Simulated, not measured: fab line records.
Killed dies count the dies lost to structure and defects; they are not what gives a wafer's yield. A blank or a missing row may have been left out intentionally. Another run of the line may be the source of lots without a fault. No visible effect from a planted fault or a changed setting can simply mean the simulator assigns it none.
Which tool was responsible? -- flow sky130 -- 12 lots, 36 wafers sampled, at 6 steps of a route of 708

WHAT THE GAUGES READ, wafer by wafer
SKY_VT_ADJUST_HVTR_TW_MEAS_11.
lot,measured,on,VT_ADJUST_HVTR_TW
L162,day 12 09:52,film metro-02,30.2 30.2 30.1 30.1 30.1 30.2
L163,day 12 11:51,film metro-04,30.2 30.1 30.0 29.9 30.1 30.2
L164,day 12 20:43,film metro-04,30.2 30.1 30.0 30.1 30.1 30.4
L166,day 13 17:47,film metro-01,212.2 210.8 212.0
L168,day 14 04:35,film metro-04,212.2 212.1 211.0
L169,day 14 07:39,film metro-01,212.5 213.4 211.7
L170,day 14 11:48,film metro-04,211.2 211.2 213.4
L171,day 14 22:47,film metro-02,212.1 211.0 212.1
L172,day 15 02:50,film metro-01,211.4 210.8 212.6
L173,day 15 14:04,film metro-01,213.6 212.2 212.8
L174,day 15 19:15,film metro-04,214.1 213.2 212.8
L176,day 16 18:04,film metro-01,212.5 212.4 213.0

SKY_LDD_N_OVL_MEAS_07.
lot,measured,on,LDD_N_OVL (nm)
L166,day 23 05:02,overlay-02,0.5 1.2 1.2
L168,day 23 15:35,overlay-02,0.2 1.0 1.5
L169,day 23 18:43,overlay-02,-1.1 -0.2 -1.2
L170,day 23 21:15,overlay-01,-1.4 -1.2 -1.1
L171,day 24 13:01,overlay-01,-1.4 -1.3 -1.8
L172,day 24 17:12,overlay-01,-3.9 -2.6 -2.7
L173,day 25 01:33,overlay-02,-0.4 0.1 -0.4
L174,day 25 09:24,overlay-01,-1.6 0.5 1.0
L176,day 26 06:26,overlay-02,0.7 2.1 2.1

SKY_RES_XHIGH_TW_MEAS_09.
lot,measured,on,RES_XHIGH_TW
L166,day 31 22:42,film metro-04,1634 1635 1635
L168,day 32 09:24,film metro-04,1635 1629 1633
L169,day 32 09:43,film metro-04,1639 1639 1641
L170,day 32 13:54,film metro-02,1639 1641 1642
L171,day 33 02:09,film metro-03,1621 1630 1636
L172,day 33 06:17,film metro-03,1625 1625 1622
L173,day 33 16:31,film metro-03,1617 1630 1620
L174,day 33 22:45,film metro-02,1644 1640 1644
L176,day 34 15:43,film metro-04,1648 1643 1642

SKY_SD_N_TW_MEAS_12.
lot,measured,on,SD_N_TW
L166,day 33 03:03,film metro-02,3948 3976 3992
L168,day 33 13:29,film metro-03,3951 3942 3941
L169,day 33 13:31,film metro-02,3988 3997 3997
L170,day 33 17:37,film metro-03,3930 3970 3953
L171,day 34 06:02,film metro-03,3952 3982 3944
L172,day 34 09:41,film metro-04,3993 3992 3988
L173,day 34 20:00,film metro-03,3959 3939 3958
L174,day 35 02:15,film metro-02,4019 4038 4010
L176,day 35 19:03,film metro-02,4010 3986 3982

TOOL THAT RAN EACH LOT (tool first, then ch and the chambers of the sampled wafers, then the start)
lot,SKY_VT_ADJUST_NCORE_STRIP_10,SKY_VT_ADJUST_HVTR_STRIP_10
L162,"plasma asher-02 ch 0,1, day 11 09:27","plasma asher-02 ch 0,1, day 12 09:46"
L163,"plasma asher-02 ch 0,1, day 11 11:56","plasma asher-02 ch 0,1, day 12 11:44"
L164,"plasma asher-01 ch 0,1, day 11 20:05","plasma asher-01 ch 0,1, day 12 20:37"
L166,"plasma asher-02 ch 0,1, day 12 15:46","plasma asher-01 ch 1, day 13 17:41"
L168,"plasma asher-04 ch 0,1, day 13 03:04","plasma asher-03 ch 0,1, day 14 04:29"
L169,"plasma asher-02 ch 0,1, day 13 05:41","plasma asher-02 ch 0,1, day 14 07:32"
L170,"plasma asher-02 ch 0,1, day 13 09:49","plasma asher-01 ch 0,1, day 14 11:42"
L171,"plasma asher-02 ch 0,1, day 13 19:58","plasma asher-01 ch 0,1, day 14 22:41"
L172,"plasma asher-02 ch 1, day 14 00:25","plasma asher-03 ch 0,1, day 15 02:44"
L173,"plasma asher-04 ch 0,1, day 14 10:01","plasma asher-02 ch 0,1, day 15 13:57"
L174,"plasma asher-04 ch 0,1, day 14 15:35","plasma asher-02 ch 0,1, day 15 19:09"
L176,"plasma asher-01 ch 0,1, day 15 13:05","plasma asher-03 ch 0,1, day 16 17:57"
- SKY_VT_ADJUST_NCORE_STRIP_10: strips in O2/N2.
- SKY_VT_ADJUST_HVTR_STRIP_10: strips in O2/N2.

WHAT THE TOOLS THEMSELVES READ (means of the sampled wafers that have a number; where no wafer has one, the mark that the record gives instead)
SKY_VT_ADJUST_NCORE_STRIP_10.
lot,tool,chamber pressure mTorr (mTorr),drypump motor current A (A),oes product au (a.u.),strip time to endpoint s (s)
L162,plasma asher-02,-,-,-,-
L163,plasma asher-02,-,-,-,-
L164,plasma asher-01,-,-,-,-
L166,plasma asher-02,1498.8,6.1,0.719,14.23
L168,plasma asher-04,1499.7,5.9,0.716,14.22
L169,plasma asher-02,1499.5,5.9,0.715,14.20
L170,plasma asher-02,1500.1,5.9,0.716,14.16
L171,plasma asher-02,1499.6,6.1,0.718,14.18
L172,plasma asher-02,1500.0,6.3,0.716,14.20
L173,plasma asher-04,1500.2,6.0,0.718,14.19
L174,plasma asher-04,1500.2,6.0,0.718,14.13
L176,plasma asher-01,1499.3,5.2,0.715,14.21

SKY_VT_ADJUST_HVTR_STRIP_10.
lot,tool,chamber pressure mTorr (mTorr),drypump motor current A (A),oes product au (a.u.),strip time to endpoint s (s)
L162,plasma asher-02,1500.8,6.1,0.717,31.20
L163,plasma asher-02,1500.4,6.2,0.720,31.32
L164,plasma asher-01,1499.0,5.2,0.721,31.31
L166,plasma asher-01,1499.2,5.7,0.717,14.08
L168,plasma asher-03,1499.9,5.6,0.718,14.13
L169,plasma asher-02,1499.8,6.1,0.717,14.12
L170,plasma asher-01,1499.2,5.2,0.713,14.18
L171,plasma asher-01,1500.5,5.5,0.719,14.25
L172,plasma asher-03,1500.7,5.6,0.718,14.19
L173,plasma asher-02,1500.0,6.1,0.719,14.17
L174,plasma asher-02,1501.5,5.9,0.714,14.16
L176,plasma asher-03,1500.2,5.6,0.714,14.18

THE ANSWER, worked out from the rows above alone
Rule: the lots themselves supply what counts as usual. The widest of any qualifying gaps counts: lots, ordered by their means at a reading, are off when they make up no more than a third of the lots, leave a main group of 4 or more, and stand apart from it by 3 or more times the standard deviation of that group's means. A main group is skipped when, at the precision printed for the reading in the tables above, its means are all equal. A lot without any number at a reading at which 4 lots or more have one is off too. Any other lot the step has rows for is counted as sound. After the gauges, taken in route order, come the tools' own readings; for these a lot's mean is taken, as printed above. The first step at which some lot is off is used, and at that step the reading that is off furthest; a lot without a number counts as furthest.
Off: L162, L163, L164, at SKY_VT_ADJUST_HVTR_TW_MEAS_11 (VT_ADJUST_HVTR_TW). For the main group the mean is 212.2 and the standard deviation 0.6.
A tool fits if, at a process step before that reading, it ran every lot that is off, and no sound lot after the first of them. The gauges at SKY_VT_ADJUST_HVTR_TW_MEAS_11 aren't tried: what is off there is off at SKY_VT_ADJUST_NCORE_STRIP_10 too, on other tools, and a gauge's error can't cause that. Not one of the candidates tried fits.

WHAT THE SIMULATOR HAD INSERTED
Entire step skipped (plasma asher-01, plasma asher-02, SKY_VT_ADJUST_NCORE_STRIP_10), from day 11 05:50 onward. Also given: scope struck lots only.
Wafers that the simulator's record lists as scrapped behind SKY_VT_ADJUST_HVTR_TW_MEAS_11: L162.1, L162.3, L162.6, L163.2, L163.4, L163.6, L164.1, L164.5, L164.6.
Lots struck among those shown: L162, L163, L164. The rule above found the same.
